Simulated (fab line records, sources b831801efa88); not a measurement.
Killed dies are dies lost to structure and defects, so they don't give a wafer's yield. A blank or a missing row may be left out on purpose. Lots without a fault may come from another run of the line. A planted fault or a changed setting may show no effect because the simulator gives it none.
A struck lot beside a sound one | flow gf180mcu | 14 steps out of a route of 602
Sound: wafers L452.1, L452.2, L452.6. Struck: wafers L458.2, L458.3, L458.5. The cause comes at the end.
At each step with rows: each side's tool, then ch and its chambers, then its first start. Under that, the readings that differ: sound wafers | struck wafers | difference of the means | sigmas: that difference in standard deviations of wafers without a fault.
alike: readings whose means differ by less than 2 such deviations, and words and numbers that are the same on both sides. not compared: withheld readings, readings that some wafer has no value for, bounds like >300 that may hide the same value, and numbers for which the record gives no deviation and whose values overlap.
The two part at a step that has a row with sigmas, a row that says differs or no value, or rows on one side only. Numbers that don't overlap but have no deviation are shown without sigmas and don't part them. A reading that every wafer of one side lacks parts them only if that side has two wafers or more.

GF_NSD_CD_MEAS_07: target cd 400 nm.
  sound on cd_sem-02, day 13 19:02; struck on cd_sem-02, day 15 13:28
  alike: cd_nm
GF_NSD_OVL_MEAS_08:
  sound on overlay-01, day 13 19:09; struck on overlay-02, day 15 13:35
  alike: NSD_OVL
then, 2 steps without rows for these wafers: GF_NSD_IMPLANT_09; GF_NSD_IMPLANT_10.
GF_NSD_STRIP_11: strips in O2/N2.
  sound on plasma_asher-03 ch 0,1, day 13 19:29; struck on plasma_asher-04 ch 0,1, day 15 13:55
  alike: drypump_motor_current_A, heater_power_w, oes_product_au, strip_time_to_endpoint_s
  not compared: rf_hours_counter_h
GF_NSD_TW_MEAS_12:
  sound on film_metro-03, day 13 19:35; struck on film_metro-02, day 15 14:01
  reading | sound          | struck         | difference | sigmas
  NSD_TW  | 4292 4305 4335 | 4213 4218 4224 | -92        | -2
then, 6 steps without rows for these wafers: GF_PSD_DEHYDRATE_00 (time 60 s); GF_PSD_HMDS_01 (prime time 60 s); GF_PSD_COAT_02 (resist thk 1000 nm); GF_PSD_SOFTBAKE_03 (time 60 s); GF_PSD_EXPOSE_04 (exposes mask Pplus, target cd 400 nm); GF_PSD_PEB_05.
GF_PSD_DEVELOP_06: develop time 60 s.
  sound on litho_track-04 ch 0, day 14 16:41; struck on litho_track-01, day 16 11:39
  no value came back on the struck wafers for chill_plate_temp_C (C), develop_time_s (s), resist_line_temp_C (C); on the sound wafers chill_plate_temp_C (C) reads 23.06 22.99 22.98
GF_PSD_CD_MEAS_07: target cd 400 nm.
  sound on cd_sem-02, day 14 16:50; struck on cd_sem-01, day 16 11:48
  reading    | sound             | struck | difference                    | sigmas
  cd_nm (nm) | 400.2 399.4 397.8 | - - -  | no value on the struck wafers |

WHERE THEY PART
First at GF_NSD_TW_MEAS_12; last, within this record, at GF_PSD_CD_MEAS_07.

WHY: what the simulator had put in
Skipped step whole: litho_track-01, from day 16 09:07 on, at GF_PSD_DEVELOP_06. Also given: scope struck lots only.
